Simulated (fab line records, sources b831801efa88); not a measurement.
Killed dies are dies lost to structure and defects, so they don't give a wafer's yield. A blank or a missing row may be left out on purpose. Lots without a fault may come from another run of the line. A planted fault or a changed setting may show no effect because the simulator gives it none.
fab line records | flow sky130
record lots=12 wafers=36 last_day=50
route steps=708 shown LDD_P@262 POLY_CUT@315 RES_XHIGH@335
lots that met no fault: from a run of the same line without faults
start_h: hours from the record's first day to the start of the lot's first wafer shown | wait_h: hours since the lot's step before | " the same as in the row above | L1.1+2: a row that stands for several wafers | - no value, or no start given | * or withheld: withheld | < > ~ a bound
route shown NAME@n: a module of which the file shows steps, and the number in the route of the first | usual: mean/standard deviation of fault-free wafers | same: alike in all rows | chamber/n: place in a boat | sites: the reading at each site | _std_site: their standard deviation | _edge_site: outer sites' mean less inner sites' | radius_mm: how far each site lies from the wafer's centre | mask NAME#n: copy n | behind: the tool/chamber that last shaped the wafer | hold: why the lot was held/for how many hours/how that ended | device: the transistor (n, p or np) that didn't switch | end of line: the same wafers' tests at the end of the route | a step without rows: its recipe alone | killed: dies lost to structure and defects at the first sort, not the wafer's yield | map: a wafer's dies, x killed, . not, _ none there
set.NAME: the setting as run; set.NAME@STEP: as run at that earlier step | model.NAME: the simulator's own value behind a step, which no gauge read
steps of the route over a sample of lots; a table a step, a row a wafer
services: from which hour (start_h, from the record's first day; less than 0 if before it) a tool's chamber was out of use, for how many hours, and why
## steps
# step SKY_LDD_P_CD_MEAS_07
# recipe target_cd_nm=380
# usual cd_nm=379.6/2.6
# columns lot.wafer tool chamber start_h wait_h cd_nm
L965.1 cd_sem-02 - 439.04 0.1 381.0
L965.3 " - " " 380.2
L965.6 " - " " 382.5
L967.2 cd_sem-01 - 448.95 0.1 379.3
L967.4 " - " " 379.2
L967.5 " - " " 380.5
L968.1 cd_sem-01 - 457.28 0.1 383.1
L968.4 " - " " 383.0
L968.5 " - " " 384.2
L971.1 cd_sem-01 - 486.33 0.1 381.4
L971.3 " - " " 380.5
L971.4 " - " " 382.4
L972.1 cd_sem-01 - 501.13 0.1 377.4
L972.2 " - " " 378.5
L972.3 " - " " 377.0
L973.2 cd_sem-01 - 509.15 0.1 379.0
L973.5 " - " " 380.9
L973.6 " - " " 380.3
L974.1 cd_sem-01 - 517.43 0.1 377.0
L974.2 " - " " 378.5
L974.6 " - " " 379.6
L976.4 cd_sem-02 - 534.30 0.1 383.5
L976.5 " - " " 380.4
L976.6 " - " " 382.2
L977.3 cd_sem-02 - 539.47 0.1 375.2
L977.4 " - " " 375.3
L977.5 " - " " 375.0
L982.2 cd_sem-02 - 580.60 0.1 377.1
L982.4 " - " " 378.9
L982.6 " - " " 379.9
L983.1 cd_sem-02 - 596.73 0.1 377.1
L983.4 " - " " 379.1
L983.6 " - " " 379.0
L988.3 cd_sem-01 - 652.97 0.1 379.3
L988.5 " - " " 378.6
L988.6 " - " " 376.4
# step SKY_POLY_CUT_CD_MEAS_08
# recipe target_cd_nm=270
# usual cd_nm=270.1/1.7
# columns lot.wafer tool chamber start_h wait_h cd_nm
L965.1 cd_sem-01 - 574.64 - 272.8
L965.3 " - " " 273.0
L965.6 " - " " 273.1
L967.2 cd_sem-02 - 575.10 - 270.4
L967.4 " - " " 272.5
L967.5 " - " " 271.9
L968.1 cd_sem-01 - 580.09 - 272.3
L968.4 " - " " 270.8
L968.5 " - " " 270.9
L971.1 cd_sem-01 - 607.64 - 270.3
L971.3 " - " " 270.5
L971.4 " - " " 270.9
L972.1 cd_sem-01 - 621.14 - 271.2
L972.2 " - " " 272.1
L972.3 " - " " 271.4
L973.2 cd_sem-01 - 630.21 - 270.1
L973.5 " - " " 270.3
L973.6 " - " " 271.0
L974.1 cd_sem-01 - 637.08 - 267.1
L974.2 " - " " 267.7
L974.6 " - " " 267.5
L976.4 cd_sem-01 - 652.14 - 269.5
L976.5 " - " " 270.1
L976.6 " - " " 269.2
L977.3 cd_sem-02 - 657.12 - 268.7
L977.4 " - " " 268.9
L977.5 " - " " 268.9
L982.2 cd_sem-01 - 697.71 - 266.0
L982.4 " - " " 266.5
L982.6 " - " " 266.9
L983.1 cd_sem-02 - 712.04 - 268.6
L983.4 " - " " 269.2
L983.6 " - " " 268.0
L988.3 cd_sem-02 - 766.47 - 271.6
L988.5 " - " " 272.1
L988.6 " - " " 271.9
# step SKY_RES_XHIGH_SOFTBAKE_03
# recipe temp_c=90 time_s=61.26 resist=NOVOLAK
# usual plate_sensor_t_centre_C=90.756/0.01 plate_sensor_t_edge_C=90.829/0.01
# columns lot.wafer tool chamber start_h wait_h plate_sensor_t_centre_C plate_sensor_t_edge_C
L965.1 litho_track-02 0 619.33 0.1 90.737 90.834
L965.3 " 0 " " 90.781 90.822
L965.6 " 0 " " 90.758 90.838
L967.2 litho_track-03 0 619.50 0.1 90.757 90.817
L967.4 " 0 " " 90.757 90.824
L967.5 " 0 " " 90.763 90.838
L968.1 litho_track-02 0 624.23 0.1 90.755 90.827
L968.4 " 0 " " 90.741 90.849
L968.5 " 0 " " 90.762 90.842
L971.1 litho_track-03 0 650.63 0.1 90.759 90.823
L971.3 " 0 " " 90.751 90.828
L971.4 " 0 " " 90.755 90.822
L972.1 litho_track-02 0 664.18 0.1 90.742 90.836
L972.2 " 0 " " 90.731 90.826
L972.3 " 0 " " 90.741 90.836
L973.2 litho_track-02 0 672.45 0.1 90.743 90.836
L973.5 " 0 " " 90.766 90.829
L973.6 " 0 " " 90.772 90.854
L974.1 litho_track-01 0 680.18 0.1 90.763 90.828
L974.2 " 0 " " 90.766 90.818
L974.6 " 0 " " 90.742 90.835
L976.4 litho_track-01 0 694.91 0.1 90.755 90.828
L976.5 " 0 " " 90.752 90.830
L976.6 " 0 " " 90.760 90.831
L977.3 litho_track-02 0 698.48 0.1 90.756 90.839
L977.4 " 0 " " 90.760 90.833
L977.5 " 0 " " 90.756 90.825
L982.2 litho_track-01 0 740.01 0.1 90.759 90.839
L982.4 " 0 " " 90.756 90.839
L982.6 " 0 " " 90.741 90.843
L983.1 litho_track-02 0 753.63 0.1 90.775 90.851
L983.4 " 0 " " 90.731 90.829
L983.6 " 0 " " 90.761 90.831
L988.3 litho_track-03 0 806.08 0.1 90.760 90.841
L988.5 " 0 " " 90.750 90.827
L988.6 " 0 " " 90.779 90.827
# step SKY_RES_XHIGH_IMPLANT_07
# recipe species=BF2 energy_kev=20 dose_cm2=3.6e+14 tilt_deg=0
# usual dose_ions_cm2=3.601e+14/4.1e+11
# columns lot.wafer tool chamber start_h wait_h dose_ions_cm2
L965.1 implanter-03 0 634.03 0.1 3.602e+14
L965.3 " 0 " " 3.599e+14
L965.6 " 0 " " 3.6e+14
L967.2 implanter-01 0 634.40 0.1 3.598e+14
L967.4 " 0 " " 3.603e+14
L967.5 " 0 " " 3.599e+14
L968.1 implanter-03 0 638.53 0.1 3.595e+14
L968.4 " 0 " " 3.607e+14
L968.5 " 0 " " 3.601e+14
L971.1 implanter-03 0 664.93 0.1 3.61e+14
L971.3 " 0 " " 3.607e+14
L971.4 " 0 " " 3.607e+14
L972.1 implanter-04 0 678.48 0.1 3.603e+14
L972.2 " 0 " " 3.606e+14
L972.3 " 0 " " 3.608e+14
L973.2 implanter-04 0 686.80 0.1 3.603e+14
L973.5 " 0 " " 3.601e+14
L973.6 " 0 " " 3.607e+14
L974.1 implanter-01 0 694.08 0.1 3.6e+14
L974.2 " 0 " " 3.604e+14
L974.6 " 0 " " 3.598e+14
L976.4 implanter-03 0 708.70 0.1 3.603e+14
L976.5 " 0 " " 3.605e+14
L976.6 " 0 " " 3.604e+14
L977.3 implanter-03 0 712.48 0.1 3.602e+14
L977.4 " 0 " " 3.597e+14
L977.5 " 0 " " 3.605e+14
L982.2 implanter-03 0 753.20 0.1 3.948e+14
L982.4 " 0 " " 3.953e+14
L982.6 " 0 " " 3.955e+14
L983.1 implanter-03 0 767.53 0.1 3.959e+14
L983.4 " 0 " " 3.955e+14
L983.6 " 0 " " 3.955e+14
L988.3 implanter-01 0 818.58 0.1 3.597e+14
L988.5 " 0 " " 3.597e+14
L988.6 " 0 " " 3.601e+14
# step SKY_RES_XHIGH_TW_MEAS_09
# usual RES_XHIGH_TW=1654/20
# columns lot.wafer tool chamber start_h wait_h RES_XHIGH_TW
L965.1 film_metro-01 - 634.28 0.1 1671
L965.3 " - " " 1675
L965.6 " - " " 1670
L967.2 film_metro-04 - 634.64 0.1 1651
L967.4 " - " " 1642
L967.5 " - " " 1649
L968.1 film_metro-01 - 638.78 0.1 1673
L968.4 " - " " 1677
L968.5 " - " " 1669
L971.1 film_metro-01 - 665.18 0.1 1677
L971.3 " - " " 1674
L971.4 " - " " 1678
L972.1 film_metro-01 - 678.73 0.1 1670
L972.2 " - " " 1674
L972.3 " - " " 1675
L973.2 film_metro-01 - 687.04 0.1 1665
L973.5 " - " " 1660
L973.6 " - " " 1666
L974.1 film_metro-04 - 694.34 0.1 1638
L974.2 " - " " 1647
L974.6 " - " " 1639
L976.4 film_metro-04 - 708.91 0.1 1643
L976.5 " - " " 1647
L976.6 " - " " 1641
L977.3 film_metro-03 - 712.70 0.1 1619
L977.4 " - " " 1612
L977.5 " - " " 1607
L982.2 film_metro-04 - 753.44 0.1 1696
L982.4 " - " " 1698
L982.6 " - " " 1712
L983.1 film_metro-04 - 767.78 0.1 1703
L983.4 " - " " 1713
L983.6 " - " " 1696
L988.3 film_metro-01 - 818.80 0.1 1663
L988.5 " - " " 1670
L988.6 " - " " 1661
# step SKY_SD_N_RS_MEAS_18
# recipe thk_meas_gauge=four-point-probe
# usual RES_XHIGH_RS=333.2/1
# columns lot.wafer tool chamber start_h wait_h RES_XHIGH_RS[ohm/sq]
L965.1 film_metro-03 - 663.42 0.1 333.1
L965.3 " - " " 333.6
L965.6 " - " " 332.5
L967.2 film_metro-01 - 664.04 0.1 334.1
L967.4 " - " " 333.8
L967.5 " - " " 333.5
L968.1 film_metro-04 - 667.81 0.1 336.1
L968.4 " - " " 335.8
L968.5 " - " " 335.4
L971.1 film_metro-03 - 694.70 0.1 332.3
L971.3 " - " " 331.8
L971.4 " - " " 332.7
L972.1 film_metro-01 - 706.62 0.1 332.6
L972.2 " - " " 332.8
L972.3 " - " " 331.8
L973.2 film_metro-03 - 715.53 0.1 335.1
L973.5 " - " " 336.5
L973.6 " - " " 335.3
L974.1 film_metro-03 - 722.76 0.1 334.6
L974.2 " - " " 333.0
L974.6 " - " " 334.7
L976.4 film_metro-04 - 737.17 0.1 330.8
L976.5 " - " " 332.5
L976.6 " - " " 333.3
L977.3 film_metro-04 - 741.50 0.1 332.1
L977.4 " - " " 333.1
L977.5 " - " " 332.8
L982.2 film_metro-01 - 781.78 0.1 307.7
L982.4 " - " " 307.2
L982.6 " - " " 307.4
L983.1 film_metro-03 - 795.22 0.1 305.5
L983.4 " - " " 306.1
L983.6 " - " " 306.2
L988.3 film_metro-03 - 845.30 0.1 334.3
L988.5 " - " " 333.9
L988.6 " - " " 333.3
## services
# columns tool chamber start_h hours kind
implanter-03 - 612.02 6.7 repair
implanter-03 - 620.62 0.8 repair
implanter-03 - 636.59 1.9 pm
implanter-04 - 652.78 1.5 repair
implanter-04 - 655.35 3.2 pm
implanter-01 - 669.43 3.3 pm
implanter-04 - 715.93 23.7 pm
implanter-03 - 752.34 0.8 repair
implanter-03 - 785.09 7.9 pm
implanter-01 - 799.81 1.6 repair
## key
first_sign step=SKY_RES_XHIGH_IMPLANT_07 reading=dose_ions_cm2 direction=up sigmas=86 usual=* struck=*
effect step=SKY_RES_XHIGH_TW_MEAS_09 reading=RES_XHIGH_TW direction=up sigmas=2.5 usual=1654 struck=1703
effect step=SKY_SD_N_RS_MEAS_18 reading=RES_XHIGH_RS direction=down sigmas=26 usual=333.2 struck=306.7
met_at SKY_RES_XHIGH_IMPLANT_07
struck_lots L982,L983
tester_left_out L982,L983
not_acting_at SKY_LDD_P_CD_MEAS_07,SKY_POLY_CUT_CD_MEAS_08,SKY_RES_XHIGH_SOFTBAKE_03
onset_between 712.48 753.20
fault kind=process_parameter_drift tool=implanter-03 chamber=- onset_h=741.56 steps=SKY_RES_XHIGH_IMPLANT_07 channel=dose_cm2 offset=* shape=step end_h=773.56 acts_in=* stated=*
# tester_left_out: of these lots the tester's yield and bins aren't shown, on N5 and GAA mostly nor the transistor test; their killed dies are dies lost to structure and defects alone, not to doping, threshold or leakage, so they don't give the yield
